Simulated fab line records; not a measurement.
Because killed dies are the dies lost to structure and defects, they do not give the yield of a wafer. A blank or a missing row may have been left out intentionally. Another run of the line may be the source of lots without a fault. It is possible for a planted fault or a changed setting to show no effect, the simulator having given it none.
Which tool was responsible? -- flow gf180mcu -- 14 lots with 42 wafers sampled at 4 steps, on a route of 602 steps

## WHAT THE GAUGES READ, wafer by wafer
GF_MVPSD_TW_MEAS_11.
lot,measured,on,MVPSD_TW
L726,day 5 03:38,filmMetro-01,557.2 559.3 555.8
L729,day 5 21:25,filmMetro-01,557.2 556.6 556.5
L730,day 6 01:08,filmMetro-01,557.5 554.6 557.7
L731,day 6 07:19,filmMetro-01,552.9 556.0 554.8
L732,day 6 11:02,filmMetro-04,555.5 552.9 557.5
L733,day 6 18:20,filmMetro-04,553.0 559.1 554.1
L734,day 7 00:07,filmMetro-04,554.2 552.4 552.4
L736,day 7 11:32,filmMetro-01,552.8 549.9 551.1
L738,day 8 01:09,filmMetro-01,554.2 554.9 553.7
L739,day 8 05:01,filmMetro-04,553.4 555.9 550.7
L740,day 8 12:41,filmMetro-04,553.7 555.7 550.5
L741,day 8 17:00,filmMetro-01,555.2 556.1 552.7
L743,day 9 04:53,filmMetro-04,553.1 553.0 551.4
L748,day 10 12:00,filmMetro-01,557.2 556.4 554.2

GF_VT_IMPLANT_TW_MEAS_32.
lot,measured,on,VT_IMPLANT_3_TW
L726,day 6 23:36,filmMetro-02,266.2 268.3 267.1
L729,day 7 19:59,filmMetro-01,269.3 269.3 268.8
L730,day 7 22:45,filmMetro-02,266.2 264.6 266.3
L731,day 8 04:56,filmMetro-01,269.7 267.6 268.8
L732,day 8 08:49,filmMetro-02,265.7 268.5 266.7
L733,day 8 17:54,filmMetro-01,267.8 269.4 269.7
L734,day 9 00:25,filmMetro-01,267.7 268.5 270.0
L736,day 9 12:53,filmMetro-02,267.7 265.9 267.1
L738,day 10 03:41,filmMetro-03,267.9 269.1 267.8
L739,day 10 09:53,filmMetro-02,262.8 263.4 266.0
L740,day 10 15:45,filmMetro-02,266.3 264.4 266.8
L741,day 10 20:45,filmMetro-03,268.2 267.5 267.8
L743,day 11 09:01,filmMetro-03,267.1 268.3 267.6
L748,day 12 19:56,filmMetro-01,267.5 268.5 267.1

GF_VT_IMPLANT_TW_MEAS_43.
lot,measured,on,VT_IMPLANT_4_TW
L726,day 7 15:02,filmMetro-02,682 688 682
L729,day 8 12:08,filmMetro-01,692 691 689
L730,day 8 15:15,filmMetro-02,685 686 683
L731,day 8 21:11,filmMetro-01,690 693 690
L732,day 9 01:46,filmMetro-01,687 689 690
L733,day 9 10:53,filmMetro-03,684 686 688
L734,day 9 18:07,filmMetro-01,685 689 692
L736,day 10 05:41,filmMetro-02,682 684 682
L738,day 10 21:55,filmMetro-02,687 681 684
L739,day 11 03:47,filmMetro-01,747 746 751
L740,day 11 10:17,filmMetro-01,690 696 694
L741,day 11 15:02,filmMetro-03,689 683 687
L743,day 12 03:46,filmMetro-03,749 747 745
L748,day 13 16:51,filmMetro-02,684 688 683

## WHAT TOOL EACH LOT RAN ON (gives the tool, then ch and the chambers of the sampled wafers, and finally the start)
lot,GF_VT_IMPLANT_IMPLANT_41
L726,"implanter-03 ch 0, day 7 14:47"
L729,"implanter-04 ch 0, day 8 11:53"
L730,"implanter-03 ch 0, day 8 15:00"
L731,"implanter-03 ch 0, day 8 20:56"
L732,"implanter-04 ch 0, day 9 01:33"
L733,"implanter-01 ch 0, day 9 10:40"
L734,"implanter-01 ch 0, day 9 17:53"
L736,"implanter-01 ch 0, day 10 05:28"
L738,"implanter-03 ch 0, day 10 21:43"
L739,"implanter-01 ch 0, day 11 03:32"
L740,"implanter-03 ch 0, day 11 10:02"
L741,"implanter-03 ch 0, day 11 14:47"
L743,"implanter-01 ch 0, day 12 03:32"
L748,"implanter-03 ch 0, day 13 16:37"
- GF_VT_IMPLANT_IMPLANT_41

## AS READ BY THE TOOLS THEMSELVES (means over the sampled wafers that have a number; for cases with no such wafer, the mark the record gives instead)
GF_VT_IMPLANT_IMPLANT_41.
lot,tool,doseIonsCm2,faradayCurrentUA
L726,implanter-03,1.0129e+12,5.75
L729,implanter-04,1.0134e+12,5.64
L730,implanter-03,1.0128e+12,5.88
L731,implanter-03,1.0136e+12,5.69
L732,implanter-04,1.0130e+12,5.83
L733,implanter-01,1.0145e+12,5.78
L734,implanter-01,1.0139e+12,5.71
L736,implanter-01,1.0127e+12,5.73
L738,implanter-03,1.0126e+12,5.63
L739,implanter-01,1.2903e+12,7.09
L740,implanter-03,1.0139e+12,5.71
L741,implanter-03,1.0131e+12,5.69
L743,implanter-01,1.2889e+12,7.33
L748,implanter-03,1.0133e+12,5.64

## THE ANSWER, worked out from the rows above alone
Rule: what is usual is taken from the lots themselves. Put in order of their means at a reading, lots are off if they are a third of the lots or fewer, leave a main group of 4 or more, and stand apart from it by a gap of 3 or more times the standard deviation of the main group's means; of several such gaps the widest counts. Not used: any main group whose means are identical at the precision the tables above print for the reading. Also off: a lot with no number at a reading for which 4 or more lots have one. The other lots that the step has rows for count as sound. Order of review: gauges by route order, followed by the tools' own readings, for which a lot's mean as printed above is used. The first step at which some lot is off is used, and at that step the reading that is off furthest; a lot without a number counts as furthest.
Off: at GF_VT_IMPLANT_TW_MEAS_43 (VT_IMPLANT_4_TW), L739, L743. For the main group the mean is 687 and the standard deviation 3.2.
If a tool, at a process step before that reading, ran all the lots that are off and no sound lot after the first of them, it fits. The gauges at GF_VT_IMPLANT_TW_MEAS_43 aren't tried: what is off there is off at GF_VT_IMPLANT_IMPLANT_41 too, on other tools, and a gauge's error can't cause that. One fits: GF_VT_IMPLANT_IMPLANT_41 on implanter-01. A fault onset in the window from L736 (day 10 05:28, its last sound lot) to L739 (day 11 03:32, its first lot off) fits.
The tool's own readings at GF_VT_IMPLANT_IMPLANT_41 bear it out: on the lots that are off they differ by more than 5 times the standard deviation of the sound lots' means. doseIonsCm2 reads 1.2896e+12 there against 1.0133e+12 on the sound lots; faradayCurrentUA reads 7.21 there against 5.72 on the sound lots.

## WHAT THE SIMULATOR PUT IN
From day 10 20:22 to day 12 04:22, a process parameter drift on implanter-01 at GF_VT_IMPLANT_IMPLANT_41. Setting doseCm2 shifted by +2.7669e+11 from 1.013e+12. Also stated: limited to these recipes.
Shown lots that were struck: L739, L743. The rule given above showed the same thing.
